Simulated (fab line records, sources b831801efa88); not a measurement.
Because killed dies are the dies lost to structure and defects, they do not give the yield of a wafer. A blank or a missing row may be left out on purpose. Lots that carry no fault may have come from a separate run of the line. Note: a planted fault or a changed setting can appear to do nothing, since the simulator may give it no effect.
fab line records | flow sky130
[record] lots = 7 wafers = 21 last-day = 50
route steps=708 shown LDD_N@240 PAD_OPEN@708
lots untouched by any fault: they come from a run of this same line in which no faults occurred
start-h: start of the lot's first displayed wafer, in hours after the record's first day | wait-h: how many hours have passed since the lot's step before this one | " as in the row above | L1.1+2: several wafers, shown together as one row | - no value present, or no start provided | * or withheld: withheld | < > ~ a bound
route shown NAME@n: names a module that has steps shown in the file, with the first one's number in the route | usual: mean/standard deviation of fault-free wafers | same: alike in all rows | chamber/n: place in a boat | sites: each site's reading | _std_site: how widely they spread, as a standard deviation | _edge_site: mean of outer sites minus mean of inner sites | radius-mm: for every site, how far away it sits from the centre of the wafer | mask NAME#n: copy n | behind: the tool/chamber that last shaped the wafer | hold: why the lot went on hold/how many hours it stayed there/how the hold came to an end | device: transistor that didn't switch, given as n, p or np | end of line: the same wafers' tests at the end of the route | a step given without rows: its recipe and nothing more | killed: the dies lost at the first sort to structure and to defects; this is not the yield of the wafer | map: per-die view of a wafer (x killed, . not killed, _ where there is no die)
set.NAME: the setting the step ran with; set.NAME@STEP: the setting that earlier step ran with | model.NAME: the simulator's own value behind a step, which no gauge read
lots at selected steps of the route; one table per step, one row per wafer
services: when a tool's chamber went out of use (start-h, in hours from the record's first day, below 0 if earlier), for how many hours, and the reason
[[steps]]
[step SKY_LDD_N_SOFTBAKE_03]
[recipe] temp-c = 90 time-s = 60 resist = NOVOLAK
[step SKY_LDD_N_EXPOSE_04]
[recipe] mask-id = NTM target-cd-nm = 840 na = 0.6 source-shape = conventional sigma-outer = 0.6 dose-mj = 110
[step SKY_LDD_N_PEB_05]
[recipe] temp-c = withheld time-s = * resist = NOVOLAK
[step SKY_LDD_N_DEVELOP_06]
[recipe] develop-time-s = 60 dev-temp-c = 23
[step SKY_LDD_N_OVL_MEAS_07]
[usual] LDD_N_OVL = -0.9/1.3
// columns lot.wafer tool chamber start-h wait-h LDD_N_OVL[nm]
L739.2 overlay-02 - 455.02 0.1 -1.7
L739.4 " - " " -2.4
L739.5 " - " " -1.0
L741.1 overlay-01 - 455.32 0.1 -1.3
L741.2 " - " " -1.9
L741.4 " - " " -1.9
L754.1 overlay-02 - 576.47 0.1 -1.2
L754.2 " - " " -0.6
L754.6 " - " " -1.3
L755.1 overlay-02 - 578.49 0.1 1.1
L755.2 " - " " 0.0
L755.5 " - " " -1.0
L756.2 overlay-01 - 586.14 0.1 -0.3
L756.3 " - " " -1.2
L756.4 " - " " -0.8
L757.1 overlay-01 - 599.02 0.1 -2.0
L757.4 " - " " -3.5
L757.6 " - " " -0.3
L758.2 overlay-02 - 602.64 0.1 -0.8
L758.3 " - " " 0.4
L758.4 " - " " 0.6
[step SKY_LDD_N_IMPLANT_08]
[recipe] species = As energy-kev = 20 dose-cm2 = 7.5e+13 tilt-deg = withheld rotation-deg = 23
[step SKY_LDD_N_IMPLANT_09]
[recipe] species = As energy-kev = 20 dose-cm2 = 7.5e+13 tilt-deg = withheld rotation-deg = 113
[step SKY_LDD_N_IMPLANT_10]
[recipe] species = As energy-kev = 20 dose-cm2 = 7.5e+13 tilt-deg = withheld rotation-deg = 203
[step SKY_LDD_N_IMPLANT_11]
[recipe] species = As energy-kev = 20 dose-cm2 = 7.5e+13 tilt-deg = withheld rotation-deg = 293
[step SKY_LDD_N_IMPLANT_12]
[recipe] species = BF2 energy-kev = 50 dose-cm2 = 5e+12 tilt-deg = 30 rotation-deg = 0
[step SKY_LDD_N_IMPLANT_13]
[recipe] species = BF2 energy-kev = 50 dose-cm2 = 5e+12 tilt-deg = 30 rotation-deg = 90
[step SKY_LDD_N_IMPLANT_14]
[recipe] species = BF2 energy-kev = 50 dose-cm2 = 5e+12 tilt-deg = 30 rotation-deg = 180
[step SKY_LDD_N_IMPLANT_15]
[recipe] species = BF2 energy-kev = 50 dose-cm2 = 5e+12 tilt-deg = 30 rotation-deg = 270
[usual] end-station-pressure-torr = 5.01e-06/2.6e-07 rotation-deg = 270.00/0.054
// columns lot.wafer tool chamber start-h wait-h end-station-pressure-torr rotation-deg
L739.2 implanter-03 0 456.13 0.1 5.11e-06 270.05
L739.4 " 0 " " 5.23e-06 269.93
L739.5 " 0 " " 4.95e-06 269.95
L741.1 implanter-01 0 456.40 0.1 5.2e-06 269.80
L741.2 " 0 " " 5.14e-06 270.08
L741.4 " 0 " " 4.71e-06 270.05
L754.1 implanter-01 0 577.55 0.1 4.92e-06 438.06
L754.2 " 0 " " 5.01e-06 438.08
L754.6 " 0 " " 5.23e-06 438.00
L755.1 implanter-01 0 579.57 0.1 4.79e-06 438.10
L755.2 " 0 " " 5.25e-06 438.13
L755.5 " 0 " " 4.94e-06 437.96
L756.2 implanter-01 0 587.25 0.1 5.03e-06 438.14
L756.3 " 0 " " 4.86e-06 438.12
L756.4 " 0 " " 5.17e-06 438.00
L757.1 implanter-03 0 600.10 0.1 4.64e-06 270.06
L757.4 " 0 " " 4.68e-06 269.99
L757.6 " 0 " " 4.94e-06 270.03
L758.2 implanter-03 0 603.75 0.1 5.01e-06 269.97
L758.3 " 0 " " 5.4e-06 270.03
L758.4 " 0 " " 5.31e-06 270.00
[step SKY_LDD_N_STRIP_16]
[recipe] chemistry = O2/N2 power-w = 1400 pressure-mtorr = 1500 platen-temp-c = withheld o2-flow-sccm = 3000 n2-flow-sccm = 300 overash-fraction = 0.5
[usual] drypump-motor-current-A = 5.52/0.24 oes-product-au = 0.407/0.004 strip-time-to-endpoint-s = 4.314/0.016
// columns lot.wafer tool chamber start-h wait-h drypump-motor-current-A oes-product-au rf-hours-counter-h strip-time-to-endpoint-s
L739.2 plasma-asher-03 0 456.25 0.1 5.40 0.404 2 4.284
L739.4 " 0 " " 5.36 0.406 - 4.295
L739.5 " 1 " " 5.43 0.408 - 4.303
L741.1 plasma-asher-04 0 456.55 0.1 5.56 0.407 80 4.341
L741.2 " 1 " " 5.68 0.406 80 4.354
L741.4 " 0 " " 5.55 0.406 - 4.330
L754.1 plasma-asher-01 0 577.70 0.1 5.07 0.410 41 4.334
L754.2 " 1 " " 5.93 0.410 41 4.314
L754.6 " 0 " " 5.04 0.411 - 4.327
L755.1 plasma-asher-03 0 579.72 0.1 5.40 0.403 15 4.302
L755.2 " 1 " " 5.43 0.407 15 4.319
L755.5 " 1 " " 5.44 0.404 - 4.320
L756.2 plasma-asher-04 1 587.37 0.1 5.74 0.395 94 4.286
L756.3 " 1 " " 5.74 0.405 - 4.311
L756.4 " 0 " " 5.55 0.404 - 4.297
L757.1 plasma-asher-01 1 600.25 0.1 5.95 0.411 43 4.304
L757.4 " 0 " " 5.07 0.409 - 4.292
L757.6 " 0 " " 5.08 0.401 - 4.304
L758.2 plasma-asher-03 0 603.87 0.1 5.41 0.405 18 4.317
L758.3 " 1 " " 5.43 0.402 - 4.305
L758.4 " 0 " " 5.43 0.409 - 4.283
[step SKY_PAD_OPEN_PROBE_99]
[usual] killed_at_M0_to_M3 = 44/8.6 killed_at_M4_up = 3.4/1.9 killed-at-contacts = 23/5.7 killed-at-front-end = 15/4.5 killed-at-other = 0.4/0.62 killed-dies = 86/11 killed-open = 46/7.6 killed-short = 39/6.3
[same] gross-dies = 492 killed-at-back-side = 0
// columns lot.wafer tool chamber start-h wait-h killed_at_M0_to_M3 killed_at_M4_up killed-at-contacts killed-at-front-end killed-at-other killed-dies killed-open killed-short model.etest.nfet_01v8_turned.vt-sat-v model.etest.nfet_01v8_swapped.vt-sat-v model.etest.nfet_01v8_turned.vt-v
L739.2 prober-01 - 1117.03 0.1 54 4 26 14 1 99 58 40 0.6471 0.6504 0.7014
L739.4 prober-01 - 1117.13 0.2 47 4 17 17 1 86 45 41 0.6448 0.6551 0.7001
L739.5 prober-01 - 1117.18 0.2 45 3 25 8 0 81 38 42 0.6472 0.6528 0.7025
L741.1 prober-02 - 1117.49 0.1 56 2 22 22 2 104 63 40 0.6539 0.6503 0.6993
L741.2 prober-02 - 1117.54 0.1 46 4 31 19 0 100 54 46 0.6581 0.6584 0.7083
L741.4 prober-02 - 1117.64 0.2 55 3 26 15 0 99 62 37 0.6645 0.665 0.7097
L754.1 prober-01 - 1189.34 0.1 38 2 20 13 1 74 40 32 0.6095 0.6418 0.7233
L754.2 prober-01 - 1189.39 0.1 49 3 25 11 1 89 54 35 0.6102 0.6434 0.7272
L754.6 prober-01 - 1189.59 0.2 66 3 31 11 0 111 63 48 0.6109 0.6438 0.7301
L755.1 prober-02 - 1190.71 0.1 49 5 25 18 0 97 50 45 0.6073 0.6421 0.7123
L755.2 prober-02 - 1190.76 0.1 32 1 31 14 0 78 41 36 0.6002 0.6231 0.7058
L755.5 prober-02 - 1190.91 0.2 31 3 25 18 0 77 40 36 0.5993 0.6218 0.7037
L756.2 prober-01 - 1194.97 0.1 45 5 18 17 0 85 52 33 0.5915 0.6224 0.7052
L756.3 prober-01 - 1195.02 0.2 39 3 22 13 1 78 43 34 0.5932 0.6224 0.7084
L756.4 prober-01 - 1195.07 0.2 33 2 15 10 1 61 34 27 0.5998 0.6293 0.7132
L757.1 prober-02 - 1200.79 0.1 42 1 36 14 0 93 48 45 0.6635 0.6672 0.7107
L757.4 prober-02 - 1200.94 0.2 45 5 19 22 1 92 48 43 0.6576 0.6586 0.7115
L757.6 prober-02 - 1201.04 0.2 47 1 23 13 0 84 53 30 0.661 0.6654 0.7119
L758.2 prober-01 - 1202.02 0.1 26 7 31 14 0 78 44 33 0.648 0.647 0.6989
L758.3 prober-01 - 1202.07 0.2 45 4 32 28 0 109 52 56 0.6443 0.6494 0.6973
L758.4 prober-01 - 1202.12 0.2 50 4 36 13 0 103 58 44 0.6493 0.6524 0.7008
// killed by level:class
L739.2 VIA1:geometric-particle:open=17 CONTACT:geometric-particle:open=8 VIA2:geometric-particle:open=7 LOCAL_INTERCONNECT:geometric-particle:short=6 CONTACT:geometric-particle:short=5 VIA3:geometric-particle:open=5 VIA1:geometric-particle:short=5 METAL2:geometric-particle:short=5
L739.4 VIA1:geometric-particle:open=10 VIA3:geometric-particle:open=8 VIA1:geometric-particle:short=8 METAL1:geometric-particle:short=7 FIELD_ISO:geometric-particle:open=6 POLY_GATE:geometric-particle:open=5 METAL3:geometric-particle:short=5 CONTACT:geometric-particle:short=4
L739.5 VIA1:geometric-particle:open=9 LI_CONTACT:geometric-particle:open=7 METAL1:geometric-particle:short=6 METAL2:geometric-particle:short=6 VIA3:geometric-particle:open=6 LOCAL_INTERCONNECT:geometric-particle:short=5 CONTACT:geometric-particle:short=5 VIA2:geometric-particle:open=5
L741.1 VIA1:geometric-particle:open=11 VIA2:geometric-particle:open=10 CONTACT:geometric-particle:open=10 METAL1:geometric-particle:short=8 VIA3:geometric-particle:open=8 FIELD_ISO:geometric-particle:open=7 POLY_GATE:geometric-particle:short=6 LI_CONTACT:geometric-particle:open=6
L741.2 CONTACT:geometric-particle:open=13 LI_CONTACT:geometric-particle:open=10 VIA1:geometric-particle:short=9 VIA1:geometric-particle:open=8 METAL1:geometric-particle:short=7 FIELD_ISO:geometric-particle:open=6 METAL2:geometric-particle:short=6 VIA3:geometric-particle:open=6
L741.4 VIA1:geometric-particle:open=17 CONTACT:geometric-particle:open=12 VIA2:geometric-particle:open=9 LI_CONTACT:geometric-particle:open=7 VIA3:geometric-particle:open=6 METAL1:geometric-particle:short=6 FIELD_ISO:geometric-particle:short=5 CONTACT:geometric-particle:short=5
L754.1 LI_CONTACT:geometric-particle:open=7 VIA3:geometric-particle:open=7 METAL2:geometric-particle:short=6 VIA1:geometric-particle:open=6 VIA2:geometric-particle:open=6 LOCAL_INTERCONNECT:geometric-particle:short=5 CONTACT:geometric-particle:open=5 METAL1:geometric-particle:short=3
L754.2 VIA1:geometric-particle:open=13 CONTACT:geometric-particle:open=13 VIA2:geometric-particle:open=8 VIA3:geometric-particle:open=7 VIA1:geometric-particle:short=6 CONTACT:geometric-particle:short=5 FIELD_ISO:geometric-particle:short=4 LI_CONTACT:geometric-particle:open=4
L754.6 VIA1:geometric-particle:open=20 CONTACT:geometric-particle:open=12 VIA3:geometric-particle:open=10 LOCAL_INTERCONNECT:geometric-particle:short=7 VIA1:geometric-particle:short=6 VIA2:geometric-particle:open=6 CONTACT:geometric-particle:short=5 METAL1:geometric-particle:short=5
L755.1 VIA2:geometric-particle:open=9 METAL1:geometric-particle:short=9 LI_CONTACT:geometric-particle:open=8 CONTACT:geometric-particle:open=7 VIA1:geometric-particle:open=6 POLY_GATE:geometric-particle:short=5 VIA1:geometric-particle:short=5 VIA3:geometric-particle:open=5
L755.2 CONTACT:geometric-particle:open=11 VIA1:geometric-particle:open=10 METAL1:geometric-particle:short=9 LI_CONTACT:geometric-particle:open=8 CONTACT:geometric-particle:short=7 FIELD_ISO:geometric-particle:open=4 POLY_GATE:geometric-particle:short=4 LI_CONTACT:geometric-particle:short=3
L755.5 POLY_GATE:geometric-particle:short=7 LI_CONTACT:geometric-particle:open=7 CONTACT:geometric-particle:open=7 VIA2:geometric-particle:open=7 VIA1:geometric-particle:open=7 CONTACT:geometric-particle:short=5 METAL1:geometric-particle:short=5 FIELD_ISO:geometric-particle:short=4
L756.2 VIA1:geometric-particle:open=11 VIA2:geometric-particle:open=9 LI_CONTACT:geometric-particle:open=8 METAL3:geometric-particle:short=6 POLY_GATE:geometric-particle:open=5 METAL2:geometric-particle:short=5 FIELD_ISO:geometric-particle:open=4 METAL1:geometric-particle:short=4
L756.3 CONTACT:geometric-particle:open=9 METAL1:geometric-particle:short=8 VIA1:geometric-particle:open=8 VIA2:geometric-particle:open=7 LI_CONTACT:geometric-particle:open=6 METAL2:geometric-particle:short=6 POLY_GATE:geometric-particle:short=5 VIA2:geometric-particle:short=4
L756.4 LI_CONTACT:geometric-particle:open=5 METAL1:geometric-particle:short=5 METAL2:geometric-particle:short=5 CONTACT:geometric-particle:short=4 CONTACT:geometric-particle:open=4 METAL1:geometric-particle:open=4 VIA1:geometric-particle:open=4 VIA2:geometric-particle:open=4
L757.1 LI_CONTACT:geometric-particle:open=9 CONTACT:geometric-particle:open=9 LOCAL_INTERCONNECT:geometric-particle:short=7 VIA2:geometric-particle:open=7 VIA1:geometric-particle:short=7 CONTACT:geometric-particle:short=6 VIA1:geometric-particle:open=5 VIA3:geometric-particle:open=5
L757.4 FIELD_ISO:geometric-particle:open=9 LI_CONTACT:geometric-particle:open=8 VIA1:geometric-particle:open=8 METAL1:geometric-particle:short=7 CONTACT:geometric-particle:open=6 VIA1:geometric-particle:short=6 VIA2:geometric-particle:open=6 METAL4:geometric-particle:short=5
L757.6 VIA1:geometric-particle:open=12 CONTACT:geometric-particle:open=9 VIA2:geometric-particle:open=9 LI_CONTACT:geometric-particle:open=8 VIA1:geometric-particle:short=6 POLY_GATE:geometric-particle:open=5 METAL1:geometric-particle:short=4 VIA3:geometric-particle:open=4
L758.2 CONTACT:geometric-particle:open=11 LI_CONTACT:geometric-particle:open=10 VIA1:geometric-particle:open=9 METAL4:geometric-particle:short=6 LOCAL_INTERCONNECT:geometric-particle:short=5 CONTACT:geometric-particle:short=5 FIELD_ISO:geometric-particle:open=4 FIELD_ISO:geometric-particle:short=4
L758.3 VIA1:geometric-particle:open=10 LI_CONTACT:geometric-particle:open=9 CONTACT:geometric-particle:open=9 POLY_GATE:geometric-particle:short=8 VIA2:geometric-particle:open=6 FIELD_ISO:geometric-particle:short=5 POLY_GATE:geometric-particle:open=5 LOCAL_INTERCONNECT:geometric-particle:short=5
L758.4 LI_CONTACT:geometric-particle:open=14 VIA1:geometric-particle:open=9 VIA3:geometric-particle:open=9 CONTACT:geometric-particle:open=8 METAL1:geometric-particle:short=7 VIA2:geometric-particle:open=7 LOCAL_INTERCONNECT:geometric-particle:short=5 CONTACT:geometric-particle:short=5
[[services]]
// columns tool chamber start-h hours kind
plasma-asher-04 - 441.68 1.2 repair
implanter-03 - 481.24 1.1 repair
implanter-01 - 531.40 4.6 pm
plasma-asher-01 - 541.29 28.1 pm
implanter-03 - 566.77 3.4 pm
plasma-asher-01 - 569.39 2.8 pm
plasma-asher-04 - 573.52 1.0 repair
[[key]]
[first-sign] step = SKY_LDD_N_IMPLANT_15 reading = rotation-deg direction = up sigmas = 99+ usual = 270.00 struck = 438.07
effect none on later readings
[model-effect] step = SKY_PAD_OPEN_PROBE_99 value = etest.nfet_01v8_turned.vt-sat-v without = 0.6502 struck = 0.6024
met-at SKY_LDD_N_IMPLANT_15
struck-wafers L754.1,L754.2,L754.6,L755.1,L755.2,L755.5,L756.2,L756.3,L756.4
tester-left-out L754,L755,L756
onset-between 456.40 577.55
[fault] kind = process-parameter-drift tool = implanter-01 chamber = - onset-h = 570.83 steps = SKY_LDD_N_IMPLANT_15 channel = rotation-deg offset = 168.03 shape = step end-h = 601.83 acts-in = these-recipes-only stated = 270
// tester-left-out: of these lots the tester's yield and bins aren't shown, on N5 and GAA mostly nor the transistor test; their killed dies are dies lost to structure and defects alone, not to doping, threshold or leakage, so they don't give the yield
